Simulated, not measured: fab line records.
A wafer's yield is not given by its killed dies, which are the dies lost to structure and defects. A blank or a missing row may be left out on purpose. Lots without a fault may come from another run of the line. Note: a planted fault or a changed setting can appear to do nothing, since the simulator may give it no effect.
Which tool did it?	flow gf180mcu	12 lots with 36 wafers sampled at 3 steps, on a route of 602 steps

== WHAT EACH GAUGE READ, for each wafer ==
GF_VT_IMPLANT_RS_MEAS_46: the measuring method here is four-point-probe. Usual: MVSD_RS typically reads 456.7 ohm/sq, with standard deviation 1.2.
lot	measured	on	MVSD_RS (ohm/sq)	flag
L483	day 7 14:46	film metro-01	455.9 457.5 456.9	
L484	day 7 18:44	film metro-03	457.6 455.4 456.8	
L485	day 8 01:49	film metro-01	457.5 458.4 457.8	
L488	day 8 21:58	film metro-01	457.3 455.4 456.5	
L489	day 9 06:56	film metro-03	455.4 455.4 456.4	
L490	day 9 16:33	film metro-01	457.7 457.6 457.1	
L494	day 10 16:22	film metro-01	493.9 493.9 495.2	OFF
L495	day 10 20:49	film metro-03	495.1 493.9 496.2	OFF
L500	day 12 04:26	film metro-04	457.5 455.1 455.3	
L501	day 12 12:37	film metro-01	458.4 457.3 457.2	
L503	day 13 02:17	film metro-04	455.9 455.0 455.5	
L506	day 14 02:53	film metro-03	456.8 457.6 456.3	

== TOOL THAT RAN EACH LOT (tool first, then ch and the chambers of the sampled wafers, then the start) ==
lot	GF_MVSD_IMPLANT_08	GF_VT_IMPLANT_STRIP_42
L483	implanter-04 ch 0, day 4 11:11	plasma asher-03 ch 0,1, day 7 14:28
L484	implanter-01 ch 0, day 4 15:35	plasma asher-01 ch 0,1, day 7 18:26
L485	implanter-01 ch 0, day 4 20:46	plasma asher-01 ch 0,1, day 8 01:31
L488	implanter-04 ch 0, day 5 14:58	plasma asher-04 ch 0,1, day 8 21:38
L489	implanter-04 ch 0, day 5 21:56	plasma asher-01 ch 0,1, day 9 06:37
L490	implanter-04 ch 0, day 6 06:07	plasma asher-04 ch 0,1, day 9 16:14
L494	implanter-01 ch 0, day 7 03:35	plasma asher-04 ch 0, day 10 15:59
L495	implanter-01 ch 0, day 7 07:12	plasma asher-04 ch 0,1, day 10 20:27
L500	implanter-02 ch 0, day 8 12:14	plasma asher-01 ch 0,1, day 12 04:08
L501	implanter-04 ch 0, day 8 17:36	plasma asher-01 ch 0,1, day 12 12:13
L503	implanter-04 ch 0, day 9 06:30	plasma asher-04 ch 0,1, day 13 01:52
L506	implanter-04 ch 0, day 10 02:19	plasma asher-04 ch 0,1, day 14 02:34
- GF_MVSD_IMPLANT_08
- GF_VT_IMPLANT_STRIP_42: strips in O2/N2.

== AS READ BY THE TOOLS THEMSELVES (means over the sampled wafers that have a number; for cases with no such wafer, the mark the record gives instead) ==
GF_MVSD_IMPLANT_08. Usual: beam energy keV 399.98, standard deviation 0.13; end station pressure torr 5.04e-06 Torr, standard deviation 2.8e-07.
lot	tool	beam energy keV	end station pressure torr (Torr)	flag
L483	implanter-04	399.92	5.03e-06	
L484	implanter-01	399.93	5.17e-06	
L485	implanter-01	400.04	5.20e-06	
L488	implanter-04	400.09	4.96e-06	
L489	implanter-04	399.89	5.27e-06	
L490	implanter-04	400.02	5.08e-06	
L494	implanter-01	297.17	4.80e-06	OFF
L495	implanter-01	297.12	5.03e-06	OFF
L500	implanter-02	400.05	5.05e-06	
L501	implanter-04	400.09	4.97e-06	
L503	implanter-04	399.79	5.12e-06	
L506	implanter-04	399.94	5.02e-06	

GF_VT_IMPLANT_STRIP_42. Usual: drypump motor current A 5.5 A, standard deviation 0.51; heater power w 350 W, standard deviation 27; oes product au 0.715 a.u., standard deviation 0.0042; strip time to endpoint s 12.65 s, standard deviation 0.038.
lot	tool	drypump motor current A (A)	heater power w (W)	oes product au (a.u.)	strip time to endpoint s (s)	flag
L483	plasma asher-03	5.6	343	0.714	12.68	
L484	plasma asher-01	5.1	378	0.713	12.66	
L485	plasma asher-01	5.1	377	0.714	12.65	
L488	plasma asher-04	5.8	323	0.717	12.62	
L489	plasma asher-01	5.5	381	0.716	12.64	
L490	plasma asher-04	5.8	322	0.713	12.63	
L494	plasma asher-04	5.2	352	0.713	12.64	
L495	plasma asher-04	5.5	328	0.714	12.65	
L500	plasma asher-01	5.5	378	0.719	12.70	
L501	plasma asher-01	5.5	373	0.712	12.68	
L503	plasma asher-04	5.8	320	0.716	12.69	
L506	plasma asher-04	5.8	322	0.716	12.64	

== THE ANSWER, worked out from the rows above alone ==
Rule: take the mean of a lot's wafers that have a number; if it is more than 3 standard deviations from the usual mean, the lot is off. Also off: a lot with no number at a reading for which 4 or more lots have one. Where the step has rows for the other lots, those lots are counted as sound. First the gauges in route order, then the tools' own readings, where a lot's mean is used as printed above. The first step at which some lot is off is used, and at that step the reading that is off furthest; a lot without a number counts as furthest.
Off: L494, L495, seen at GF_VT_IMPLANT_RS_MEAS_46 (MVSD_RS).
If a tool, at a process step before that reading, ran all the lots that are off and no sound lot after the first of them, it fits. The gauges at GF_VT_IMPLANT_RS_MEAS_46 aren't tried: what is off there is off at GF_MVSD_IMPLANT_08 too, on other tools, and a gauge's error can't cause that. One fits: implanter-01 at GF_MVSD_IMPLANT_08. Its last sound lot is L485 (day 4 20:46), its first lot that is off L494 (day 7 03:35): a fault that began between those two fits.
The tool's own readings at GF_MVSD_IMPLANT_08 bear it out: on the lots that are off they differ by more than 5 times the standard deviation of the sound lots' means. beam energy keV reads 297.14 there against 399.98 on the sound lots.

== WHAT THE SIMULATOR HAD INSERTED ==
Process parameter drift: implanter-01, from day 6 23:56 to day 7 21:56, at GF_MVSD_IMPLANT_08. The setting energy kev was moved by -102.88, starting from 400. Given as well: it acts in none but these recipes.
Struck lots among those shown: L494, L495. The same result came from the rule above.
